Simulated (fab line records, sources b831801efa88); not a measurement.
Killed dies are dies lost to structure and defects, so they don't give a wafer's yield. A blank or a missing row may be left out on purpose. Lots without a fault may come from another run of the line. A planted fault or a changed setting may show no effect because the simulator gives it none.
Which tool did it? | flow gf180mcu | 14 lots, 42 wafers sampled, at 2 steps of a route of 602

WHAT THE GAUGES READ, wafer by wafer
GF_V2_THK_MEAS_25: measures by xrf.
lot  | measured     | on            | V2_W_THK (nm)
L662 | day 20 06:59 | film_metro-04 | 364 366 361
L664 | day 20 22:01 | film_metro-03 | 350 351 349
L666 | day 21 15:35 | film_metro-01 | 352 353 353
L667 | day 21 23:40 | film_metro-03 | 349 350 350
L668 | day 22 10:33 | film_metro-03 | 358 353 349
L670 | day 23 01:17 | film_metro-03 | 354 349 359
L671 | day 23 13:47 | film_metro-04 | 358 364 365
L672 | day 24 08:34 | film_metro-04 | 363 361 360
L674 | day 24 22:21 | film_metro-01 | 349 354 354
L675 | day 25 04:23 | film_metro-04 | 359 366 371
L681 | day 26 18:58 | film_metro-04 | 355 367 351
L682 | day 27 02:43 | film_metro-04 | 356 371 356
L684 | day 27 19:19 | film_metro-03 | 352 349 346
L685 | day 28 05:34 | film_metro-01 | 349 356 351

WHICH TOOL RAN EACH LOT (tool, then ch and the chambers of the sampled wafers, then the start)
lot  | GF_NSD_DEVELOP_06
L662 | litho_track-03 ch 0, day 13 07:39
L664 | litho_track-03 ch 0, day 13 21:03
L666 | litho_track-01 ch 0, day 14 13:28
L667 | litho_track-01 ch 0, day 14 19:56
L668 | litho_track-03 ch 0, day 15 05:46
L670 | litho_track-01 ch 0, day 15 19:34
L671 | litho_track-03 ch 0, day 16 08:31
L672 | litho_track-04 ch 0, day 17 02:20
L674 | litho_track-03 ch 0, day 17 16:43
L675 | litho_track-04 ch 0, day 17 22:43
L681 | litho_track-01, day 19 21:51
L682 | litho_track-01, day 20 03:38
L684 | litho_track-03 ch 0, day 20 23:32
L685 | litho_track-03 ch 0, day 21 10:35
- GF_NSD_DEVELOP_06: develop time 60 s.

WHAT THE TOOLS THEMSELVES READ (means of the sampled wafers that have a number; where no wafer has one, the mark that the record gives instead)
GF_NSD_DEVELOP_06.
lot  | tool           | chill_plate_temp_C (C)
L662 | litho_track-03 | 23.08
L664 | litho_track-03 | 23.09
L666 | litho_track-01 | 23.02
L667 | litho_track-01 | 22.94
L668 | litho_track-03 | 22.98
L670 | litho_track-01 | 22.94
L671 | litho_track-03 | 22.97
L672 | litho_track-04 | 23.12
L674 | litho_track-03 | 23.02
L675 | litho_track-04 | 22.96
L681 | litho_track-01 | -
L682 | litho_track-01 | -
L684 | litho_track-03 | 22.99
L685 | litho_track-03 | 23.14

THE ANSWER, worked out from the rows above alone
Rule: what is usual is taken from the lots themselves. Put in order of their means at a reading, lots are off if they are a third of the lots or fewer, leave a main group of 4 or more, and stand apart from it by a gap of 3 or more times the standard deviation of the main group's means; of several such gaps the widest counts. A main group whose means are all the same, to the digits that the tables above print for the reading, isn't used. A lot without any number at a reading at which 4 lots or more have one is off too. The other lots that the step has rows for count as sound. The gauges are gone through in route order, then the tools' own readings, and for those a lot's mean is taken as printed above. The first step at which some lot is off is used, and at that step the reading that is off furthest; a lot without a number counts as furthest.
Off: L681, L682, at GF_NSD_DEVELOP_06 (chill_plate_temp_C). Without a number there: L681, L682. The main group: mean 23.02 C, standard deviation 0.067.
A tool fits if, at that step or a process step before it, it ran every lot that is off, and no sound lot after the first of them. One fits: litho_track-01 at GF_NSD_DEVELOP_06. Its last sound lot is L670 (day 15 19:34), its first lot that is off L681 (day 19 21:51): a fault that began between those two fits.
Blank at GF_NSD_DEVELOP_06 on the lots that are off, where sound lots have numbers: chill_plate_temp_C.

WHAT THE SIMULATOR HAD PUT IN
Skipped step whole: litho_track-01, from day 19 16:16 on, at GF_NSD_DEVELOP_06. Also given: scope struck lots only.
Lots struck among those shown: L681, L682. The rule above found the same.
